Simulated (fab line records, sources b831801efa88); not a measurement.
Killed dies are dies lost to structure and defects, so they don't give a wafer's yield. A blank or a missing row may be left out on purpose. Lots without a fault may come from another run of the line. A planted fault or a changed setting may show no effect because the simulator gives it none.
One fault seen from 2 desks | flow sky130 | each desk has only its own numbers; what lay behind them comes last

THE TOOL OWNER'S DESK: pecvd-03
The tool's own readings at SKY_CAP2M_CVD_00 (deposits SiO2, target thk 15.5 nm): means of the sampled wafers that have a number, for each lot that ran on this tool. A lot is out of limits, marked OUT, if its mean lies more than 4 standard deviations from the usual mean; the brackets give that distance.
Columns: A = heater_power_w at SKY_CAP2M_CVD_00, usual 755 W
lot  | first seen here | A
L427 | day 40 03:54    | 756
L433 | day 41 12:29    | 739
L437 | day 43 00:35    | 734
L439 | day 43 15:04    | 687
This desk's finding: nothing out of limits on any of the 4 lots.

THE METROLOGY DESK
What the gauges read, lot by lot, whatever tool the lot ran on: means of the sampled wafers that have a number. A lot is out of limits, marked OUT, if its mean lies more than 4 standard deviations from the usual mean; the brackets give that distance.
Columns: A = CAP2M_CVD_00_THK at SKY_CAP2M_THK_MEAS_01, usual 15.63 nm
lot  | first seen here | A
L427 | day 40 03:55    | 15.70
L429 | day 40 08:11    | 15.48
L433 | day 41 12:31    | 15.74
L434 | day 41 21:13    | 15.32
L437 | day 43 00:36    | 12.82 (-12) OUT
L439 | day 43 15:05    | 13.06 (-11) OUT
L443 | day 44 10:19    | 15.39
L444 | day 44 13:04    | 15.64
L445 | day 44 20:29    | 15.61
L446 | day 45 00:26    | 15.63
L449 | day 45 17:17    | 15.57
L450 | day 45 23:23    | 15.73
This desk's finding: out of limits on L437, L439; first on L437, day 43 00:36 (CAP2M_CVD_00_THK at SKY_CAP2M_THK_MEAS_01). In limits: L427, L429, L433, L434, L443, L444, L445, L446, L449, L450.

PUT TOGETHER
The metrology desk could have raised an alarm at day 43 00:36, on L437, L439.
The tool owner's desk saw nothing out of limits.
The tool owner's desk has L437, L439 on record, within its limits.
Of the lots named, all ran SKY_CAP2M_CVD_00 on pecvd-03.

WHAT THE SIMULATOR HAD PUT IN
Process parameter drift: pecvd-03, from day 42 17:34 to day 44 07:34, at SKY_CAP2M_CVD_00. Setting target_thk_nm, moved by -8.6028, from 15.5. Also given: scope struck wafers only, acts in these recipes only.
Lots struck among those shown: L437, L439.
Hours from the fault's start to each desk's first reading out of limits: the metrology desk, 7.
